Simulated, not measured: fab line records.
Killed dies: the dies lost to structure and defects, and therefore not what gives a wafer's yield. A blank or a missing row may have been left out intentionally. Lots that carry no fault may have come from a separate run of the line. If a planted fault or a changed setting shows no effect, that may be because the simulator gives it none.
Which tool did it? || flow sky130 || Sampling: 11 lots, 33 wafers, 5 of 708 route steps

== WHAT EACH GAUGE READ, for each wafer ==
No reading from a measuring or inspecting step in the record can be judged against a usual standard deviation.

== EACH LOT AND THE TOOL THAT RAN IT (in order: tool; ch and the chambers of the sampled wafers; start) ==
{"lot": "L310", "SKY_LDD_LDN_CLEAN_14": "wet-bench-03 ch 3, day 23 12:02", "SKY_METAL4_METAL_ETCH_18": "rie-metal-01 ch 0,1, day 42 04:24", "SKY_VIA4_STRIP_13": "plasma-asher-03 ch 0,1, day 43 05:03", "SKY_PASSIVATION_STRIP_12": "plasma-asher-03 ch 0,1, day 45 03:55", "SKY_PAD_OPEN_PROBE_99": "prober-02, day 46 04:14"}
{"lot": "L314", "SKY_LDD_LDN_CLEAN_14": "wet-bench-03 ch 2, day 25 06:20", "SKY_METAL4_METAL_ETCH_18": "rie-metal-04 ch 0,1, day 43 17:58", "SKY_VIA4_STRIP_13": "plasma-asher-03 ch 0,1, day 44 16:39", "SKY_PASSIVATION_STRIP_12": "plasma-asher-03 ch 0,1, day 46 13:46", "SKY_PAD_OPEN_PROBE_99": "prober-01, day 47 12:28"}
{"lot": "L315", "SKY_LDD_LDN_CLEAN_14": "wet-bench-01 ch 0, day 25 13:47", "SKY_METAL4_METAL_ETCH_18": "rie-metal-04 ch 0,1, day 43 23:09", "SKY_VIA4_STRIP_13": "plasma-asher-04 ch 0,1, day 44 23:12", "SKY_PASSIVATION_STRIP_12": "plasma-asher-01 ch 0,1, day 46 19:57", "SKY_PAD_OPEN_PROBE_99": "prober-01, day 47 18:52"}
{"lot": "L318", "SKY_LDD_LDN_CLEAN_14": "wet-bench-01 ch 0, day 26 09:51", "SKY_METAL4_METAL_ETCH_18": "rie-metal-03 ch 0,1, day 44 13:31", "SKY_VIA4_STRIP_13": "plasma-asher-03 ch 0,1, day 45 13:03", "SKY_PASSIVATION_STRIP_12": "plasma-asher-01 ch 0,1, day 47 08:42", "SKY_PAD_OPEN_PROBE_99": "prober-02, day 48 06:52"}
{"lot": "L319", "SKY_LDD_LDN_CLEAN_14": "wet-bench-01 ch 1, day 26 20:50", "SKY_METAL4_METAL_ETCH_18": "rie-metal-03 ch 0,1, day 44 22:10", "SKY_VIA4_STRIP_13": "plasma-asher-02 ch 0,1, day 45 21:05", "SKY_PASSIVATION_STRIP_12": "plasma-asher-04 ch 0,1, day 47 16:14", "SKY_PAD_OPEN_PROBE_99": "prober-01, day 48 13:44"}
{"lot": "L320", "SKY_LDD_LDN_CLEAN_14": "wet-bench-01 ch 2, day 27 02:02", "SKY_METAL4_METAL_ETCH_18": "rie-metal-01 ch 0,1, day 45 01:55", "SKY_VIA4_STRIP_13": "plasma-asher-03 ch 0,1, day 46 00:19", "SKY_PASSIVATION_STRIP_12": "plasma-asher-03 ch 0,1, day 47 20:25", "SKY_PAD_OPEN_PROBE_99": "prober-02, day 48 17:34"}
{"lot": "L321", "SKY_LDD_LDN_CLEAN_14": "wet-bench-01 ch 3, day 27 14:06", "SKY_METAL4_METAL_ETCH_18": "rie-metal-01 ch 0,1, day 45 08:12", "SKY_VIA4_STRIP_13": "plasma-asher-04 ch 0,1, day 46 05:54", "SKY_PASSIVATION_STRIP_12": "plasma-asher-04 ch 0,1, day 48 00:29", "SKY_PAD_OPEN_PROBE_99": "prober-01, day 48 21:09"}
{"lot": "L324", "SKY_LDD_LDN_CLEAN_14": "wet-bench-04 ch 3, day 28 04:48", "SKY_METAL4_METAL_ETCH_18": "rie-metal-01 ch 0,1, day 45 18:58", "SKY_VIA4_STRIP_13": "plasma-asher-04 ch 0,1, day 46 16:45", "SKY_PASSIVATION_STRIP_12": "plasma-asher-04 ch 0,1, day 48 11:01", "SKY_PAD_OPEN_PROBE_99": "prober-02, day 49 07:14"}
{"lot": "L325", "SKY_LDD_LDN_CLEAN_14": "wet-bench-01 ch 0, day 28 18:49", "SKY_METAL4_METAL_ETCH_18": "rie-metal-04 ch 1, day 46 08:31", "SKY_VIA4_STRIP_13": "plasma-asher-02 ch 0,1, day 47 06:24", "SKY_PASSIVATION_STRIP_12": "plasma-asher-03 ch 0,1, day 48 23:54", "SKY_PAD_OPEN_PROBE_99": "prober-01, day 49 20:17"}
{"lot": "L329", "SKY_LDD_LDN_CLEAN_14": "wet-bench-01 ch 3, day 30 07:45", "SKY_METAL4_METAL_ETCH_18": "rie-metal-03 ch 0,1, day 47 14:28", "SKY_VIA4_STRIP_13": "plasma-asher-03 ch 0,1, day 48 10:24", "SKY_PASSIVATION_STRIP_12": "plasma-asher-04 ch 0,1, day 50 00:49", "SKY_PAD_OPEN_PROBE_99": "prober-02, day 50 19:15"}
{"lot": "L331", "SKY_LDD_LDN_CLEAN_14": "wet-bench-01 ch 2, day 30 17:38", "SKY_METAL4_METAL_ETCH_18": "rie-metal-03 ch 0,1, day 47 20:01", "SKY_VIA4_STRIP_13": "plasma-asher-02 ch 0,1, day 48 15:37", "SKY_PASSIVATION_STRIP_12": "plasma-asher-04 ch 0,1, day 50 05:10", "SKY_PAD_OPEN_PROBE_99": "prober-01, day 50 23:02"}
- SKY_LDD_LDN_CLEAN_14: cleans in SC1/SC2, time 150 s.
- SKY_METAL4_METAL_ETCH_18: etches the open film in Cl2/BCl3, stops on SiO2, target depth 845 nm, time 183.1 s.
- SKY_VIA4_STRIP_13: strips in O2/N2.
- SKY_PASSIVATION_STRIP_12: strips in O2/N2.
- SKY_PAD_OPEN_PROBE_99

== WHAT THE TOOLS THEMSELVES READ (means of the sampled wafers that have a number; where no wafer has one, the mark that the record gives instead) ==
SKY_LDD_LDN_CLEAN_14.
{"lot": "L310", "tool": "wet-bench-03", "bath-heat-duty-pct (%)": 14.2}
{"lot": "L314", "tool": "wet-bench-03", "bath-heat-duty-pct (%)": 12.0}
{"lot": "L315", "tool": "wet-bench-01", "bath-heat-duty-pct (%)": 11.2}
{"lot": "L318", "tool": "wet-bench-01", "bath-heat-duty-pct (%)": 11.2}
{"lot": "L319", "tool": "wet-bench-01", "bath-heat-duty-pct (%)": 13.4}
{"lot": "L320", "tool": "wet-bench-01", "bath-heat-duty-pct (%)": 13.6}
{"lot": "L321", "tool": "wet-bench-01", "bath-heat-duty-pct (%)": 13.1}
{"lot": "L324", "tool": "wet-bench-04", "bath-heat-duty-pct (%)": 15.2}
{"lot": "L325", "tool": "wet-bench-01", "bath-heat-duty-pct (%)": 11.2}
{"lot": "L329", "tool": "wet-bench-01", "bath-heat-duty-pct (%)": 13.2}
{"lot": "L331", "tool": "wet-bench-01", "bath-heat-duty-pct (%)": 13.5}

SKY_METAL4_METAL_ETCH_18.
{"lot": "L310", "tool": "rie-metal-01", "drypump-motor-current-A (A)": 6.2, "he-backside-leak-sccm (sccm)": 3.41, "oes-product-au (a.u.)": 0.865, "throttle-valve-pct (%)": 22.271}
{"lot": "L314", "tool": "rie-metal-04", "drypump-motor-current-A (A)": 5.7, "he-backside-leak-sccm (sccm)": 3.62, "oes-product-au (a.u.)": 0.865, "throttle-valve-pct (%)": 22.259}
{"lot": "L315", "tool": "rie-metal-04", "drypump-motor-current-A (A)": 5.8, "he-backside-leak-sccm (sccm)": 3.37, "oes-product-au (a.u.)": 0.866, "throttle-valve-pct (%)": 22.275}
{"lot": "L318", "tool": "rie-metal-03", "drypump-motor-current-A (A)": 5.7, "he-backside-leak-sccm (sccm)": 3.49, "oes-product-au (a.u.)": 0.863, "throttle-valve-pct (%)": 22.268}
{"lot": "L319", "tool": "rie-metal-03", "drypump-motor-current-A (A)": 6.0, "he-backside-leak-sccm (sccm)": 3.51, "oes-product-au (a.u.)": 0.868, "throttle-valve-pct (%)": 22.264}
{"lot": "L320", "tool": "rie-metal-01", "drypump-motor-current-A (A)": 5.8, "he-backside-leak-sccm (sccm)": 3.20, "oes-product-au (a.u.)": 0.870, "throttle-valve-pct (%)": 22.260}
{"lot": "L321", "tool": "rie-metal-01", "drypump-motor-current-A (A)": 5.8, "he-backside-leak-sccm (sccm)": 3.32, "oes-product-au (a.u.)": 0.859, "throttle-valve-pct (%)": 22.254}
{"lot": "L324", "tool": "rie-metal-01", "drypump-motor-current-A (A)": 5.8, "he-backside-leak-sccm (sccm)": 3.11, "oes-product-au (a.u.)": 0.878, "throttle-valve-pct (%)": 22.253}
{"lot": "L325", "tool": "rie-metal-04", "drypump-motor-current-A (A)": 5.5, "he-backside-leak-sccm (sccm)": 3.21, "oes-product-au (a.u.)": 0.862, "throttle-valve-pct (%)": 22.257}
{"lot": "L329", "tool": "rie-metal-03", "drypump-motor-current-A (A)": 6.0, "he-backside-leak-sccm (sccm)": 3.52, "oes-product-au (a.u.)": 0.859, "throttle-valve-pct (%)": 22.268}
{"lot": "L331", "tool": "rie-metal-03", "drypump-motor-current-A (A)": 6.0, "he-backside-leak-sccm (sccm)": 3.57, "oes-product-au (a.u.)": 0.860, "throttle-valve-pct (%)": 22.263}

SKY_VIA4_STRIP_13.
{"lot": "L310", "tool": "plasma-asher-03", "drypump-motor-current-A (A)": 6.2, "n2-flow-sccm (sccm)": 299.7, "o2-flow-sccm (sccm)": 2990, "oes-product-au (a.u.)": 0.708, "strip-time-to-endpoint-s (s)": 12.82}
{"lot": "L314", "tool": "plasma-asher-03", "drypump-motor-current-A (A)": 6.2, "n2-flow-sccm (sccm)": 299.9, "o2-flow-sccm (sccm)": 3005, "oes-product-au (a.u.)": 0.711, "strip-time-to-endpoint-s (s)": 12.83}
{"lot": "L315", "tool": "plasma-asher-04", "drypump-motor-current-A (A)": 5.6, "n2-flow-sccm (sccm)": 299.8, "o2-flow-sccm (sccm)": 2997, "oes-product-au (a.u.)": 0.709, "strip-time-to-endpoint-s (s)": 12.80}
{"lot": "L318", "tool": "plasma-asher-03", "drypump-motor-current-A (A)": 6.4, "n2-flow-sccm (sccm)": 300.2, "o2-flow-sccm (sccm)": 2990, "oes-product-au (a.u.)": 0.710, "strip-time-to-endpoint-s (s)": 12.79}
{"lot": "L319", "tool": "plasma-asher-02", "drypump-motor-current-A (A)": 5.9, "n2-flow-sccm (sccm)": 299.6, "o2-flow-sccm (sccm)": 3003, "oes-product-au (a.u.)": 0.710, "strip-time-to-endpoint-s (s)": 12.83}
{"lot": "L320", "tool": "plasma-asher-03", "drypump-motor-current-A (A)": 6.4, "n2-flow-sccm (sccm)": 300.3, "o2-flow-sccm (sccm)": 3006, "oes-product-au (a.u.)": 0.712, "strip-time-to-endpoint-s (s)": 12.79}
{"lot": "L321", "tool": "plasma-asher-04", "drypump-motor-current-A (A)": 6.0, "n2-flow-sccm (sccm)": 299.8, "o2-flow-sccm (sccm)": 3010, "oes-product-au (a.u.)": 0.712, "strip-time-to-endpoint-s (s)": 12.85}
{"lot": "L324", "tool": "plasma-asher-04", "drypump-motor-current-A (A)": 6.0, "n2-flow-sccm (sccm)": 299.1, "o2-flow-sccm (sccm)": 2990, "oes-product-au (a.u.)": 0.712, "strip-time-to-endpoint-s (s)": 12.80}
{"lot": "L325", "tool": "plasma-asher-02", "drypump-motor-current-A (A)": 5.9, "n2-flow-sccm (sccm)": 299.7, "o2-flow-sccm (sccm)": 3000, "oes-product-au (a.u.)": 0.708, "strip-time-to-endpoint-s (s)": 12.81}
{"lot": "L329", "tool": "plasma-asher-03", "drypump-motor-current-A (A)": 6.2, "n2-flow-sccm (sccm)": 300.0, "o2-flow-sccm (sccm)": 3000, "oes-product-au (a.u.)": 0.708, "strip-time-to-endpoint-s (s)": 12.80}
{"lot": "L331", "tool": "plasma-asher-02", "drypump-motor-current-A (A)": 5.9, "n2-flow-sccm (sccm)": 301.0, "o2-flow-sccm (sccm)": 2993, "oes-product-au (a.u.)": 0.708, "strip-time-to-endpoint-s (s)": 12.83}

SKY_PASSIVATION_STRIP_12.
{"lot": "L310", "tool": "plasma-asher-03", "drypump-motor-current-A (A)": 6.4, "n2-flow-sccm (sccm)": 300.3, "o2-flow-sccm (sccm)": 3007, "oes-product-au (a.u.)": 0.662, "strip-time-to-endpoint-s (s)": 31.42}
{"lot": "L314", "tool": "plasma-asher-03", "drypump-motor-current-A (A)": 6.4, "n2-flow-sccm (sccm)": 300.9, "o2-flow-sccm (sccm)": 3004, "oes-product-au (a.u.)": 0.657, "strip-time-to-endpoint-s (s)": 31.33}
{"lot": "L315", "tool": "plasma-asher-01", "drypump-motor-current-A (A)": 5.4, "n2-flow-sccm (sccm)": 299.1, "o2-flow-sccm (sccm)": 2996, "oes-product-au (a.u.)": 0.661, "strip-time-to-endpoint-s (s)": 31.35}
{"lot": "L318", "tool": "plasma-asher-01", "drypump-motor-current-A (A)": 5.3, "n2-flow-sccm (sccm)": 300.5, "o2-flow-sccm (sccm)": 2997, "oes-product-au (a.u.)": 0.668, "strip-time-to-endpoint-s (s)": 31.36}
{"lot": "L319", "tool": "plasma-asher-04", "drypump-motor-current-A (A)": 6.0, "n2-flow-sccm (sccm)": 299.7, "o2-flow-sccm (sccm)": 3003, "oes-product-au (a.u.)": 0.659, "strip-time-to-endpoint-s (s)": 31.36}
{"lot": "L320", "tool": "plasma-asher-03", "drypump-motor-current-A (A)": 6.4, "n2-flow-sccm (sccm)": 299.6, "o2-flow-sccm (sccm)": 3005, "oes-product-au (a.u.)": 0.658, "strip-time-to-endpoint-s (s)": 31.39}
{"lot": "L321", "tool": "plasma-asher-04", "drypump-motor-current-A (A)": 5.6, "n2-flow-sccm (sccm)": 299.8, "o2-flow-sccm (sccm)": 3007, "oes-product-au (a.u.)": 0.664, "strip-time-to-endpoint-s (s)": 31.42}
{"lot": "L324", "tool": "plasma-asher-04", "drypump-motor-current-A (A)": 6.1, "n2-flow-sccm (sccm)": 298.6, "o2-flow-sccm (sccm)": 2992, "oes-product-au (a.u.)": 0.661, "strip-time-to-endpoint-s (s)": 31.48}
{"lot": "L325", "tool": "plasma-asher-03", "drypump-motor-current-A (A)": 6.2, "n2-flow-sccm (sccm)": 300.4, "o2-flow-sccm (sccm)": 2997, "oes-product-au (a.u.)": 0.664, "strip-time-to-endpoint-s (s)": 31.34}
{"lot": "L329", "tool": "plasma-asher-04", "drypump-motor-current-A (A)": 6.0, "n2-flow-sccm (sccm)": 300.3, "o2-flow-sccm (sccm)": 2990, "oes-product-au (a.u.)": 0.663, "strip-time-to-endpoint-s (s)": 31.45}
{"lot": "L331", "tool": "plasma-asher-04", "drypump-motor-current-A (A)": 5.6, "n2-flow-sccm (sccm)": 300.2, "o2-flow-sccm (sccm)": 2997, "oes-product-au (a.u.)": 0.658, "strip-time-to-endpoint-s (s)": 31.29}

SKY_PAD_OPEN_PROBE_99.
{"lot": "L310", "tool": "prober-02", "killed_at_M0_to_M3": 42, "killed_at_M4_up": 2.3, "killed-at-contacts": 25, "killed-at-front-end": 15, "killed-at-other": 0.3, "killed-dies": 85, "killed-open": 50, "killed-short": 35}
{"lot": "L314", "tool": "prober-01", "killed_at_M0_to_M3": 50, "killed_at_M4_up": 1.7, "killed-at-contacts": 23, "killed-at-front-end": 19, "killed-at-other": 0.3, "killed-dies": 94, "killed-open": 56, "killed-short": 38}
{"lot": "L315", "tool": "prober-01", "killed_at_M0_to_M3": 46, "killed_at_M4_up": 2.0, "killed-at-contacts": 16, "killed-at-front-end": 18, "killed-at-other": 0.3, "killed-dies": 82, "killed-open": 44, "killed-short": 38}
{"lot": "L318", "tool": "prober-02", "killed_at_M0_to_M3": 49, "killed_at_M4_up": 4.3, "killed-at-contacts": 23, "killed-at-front-end": 14, "killed-at-other": 0.0, "killed-dies": 90, "killed-open": 54, "killed-short": 36}
{"lot": "L319", "tool": "prober-01", "killed_at_M0_to_M3": 51, "killed_at_M4_up": 2.7, "killed-at-contacts": 27, "killed-at-front-end": 21, "killed-at-other": 0.0, "killed-dies": 102, "killed-open": 57, "killed-short": 45}
{"lot": "L320", "tool": "prober-02", "killed_at_M0_to_M3": 47, "killed_at_M4_up": 3.3, "killed-at-contacts": 27, "killed-at-front-end": 16, "killed-at-other": 0.3, "killed-dies": 93, "killed-open": 49, "killed-short": 44}
{"lot": "L321", "tool": "prober-01", "killed_at_M0_to_M3": 40, "killed_at_M4_up": 2.0, "killed-at-contacts": 25, "killed-at-front-end": 17, "killed-at-other": 0.0, "killed-dies": 84, "killed-open": 49, "killed-short": 35}
{"lot": "L324", "tool": "prober-02", "killed_at_M0_to_M3": 44, "killed_at_M4_up": 4.3, "killed-at-contacts": 23, "killed-at-front-end": 18, "killed-at-other": 0.0, "killed-dies": 90, "killed-open": 43, "killed-short": 47}
{"lot": "L325", "tool": "prober-01", "killed_at_M0_to_M3": 47, "killed_at_M4_up": 2.7, "killed-at-contacts": 20, "killed-at-front-end": 12, "killed-at-other": 0.3, "killed-dies": 81, "killed-open": 49, "killed-short": 33}
{"lot": "L329", "tool": "prober-02", "killed_at_M0_to_M3": 39, "killed_at_M4_up": 2.7, "killed-at-contacts": 21, "killed-at-front-end": 43, "killed-at-other": 0.0, "killed-dies": 105, "killed-open": 40, "killed-short": 38}
{"lot": "L331", "tool": "prober-01", "killed_at_M0_to_M3": 36, "killed_at_M4_up": 2.7, "killed-at-contacts": 31, "killed-at-front-end": 56, "killed-at-other": 0.3, "killed-dies": 126, "killed-open": 44, "killed-short": 39}

== THE ANSWER, worked out from the rows above alone ==
Rule: what is usual is taken from the lots themselves. Put in order of their means at a reading, lots are off if they are a third of the lots or fewer, leave a main group of 4 or more, and stand apart from it by a gap of 3 or more times the standard deviation of the main group's means; of several such gaps the widest counts. Not used: any main group whose means are identical at the precision the tables above print for the reading. Also off: a lot with no number at a reading for which 4 or more lots have one. Any other lot the step has rows for is counted as sound. Order of review: gauges by route order, followed by the tools' own readings, for which a lot's mean as printed above is used. The first step at which some lot is off is used, and at that step the reading that is off furthest; a lot without a number counts as furthest.
Off: L329, L331 (SKY_PAD_OPEN_PROBE_99, killed-at-front-end). For the main group the mean is 17 and the standard deviation 2.6.
If a tool, at that step or one of the process steps before it, ran each lot that is off and ran no sound lot following the first of them, it fits. Can't be told from this: 3 tools fit, wet-bench-01 at SKY_LDD_LDN_CLEAN_14, rie-metal-03 at SKY_METAL4_METAL_ETCH_18, plasma-asher-04 at SKY_PASSIVATION_STRIP_12.

== WHAT THE SIMULATOR PUT IN ==
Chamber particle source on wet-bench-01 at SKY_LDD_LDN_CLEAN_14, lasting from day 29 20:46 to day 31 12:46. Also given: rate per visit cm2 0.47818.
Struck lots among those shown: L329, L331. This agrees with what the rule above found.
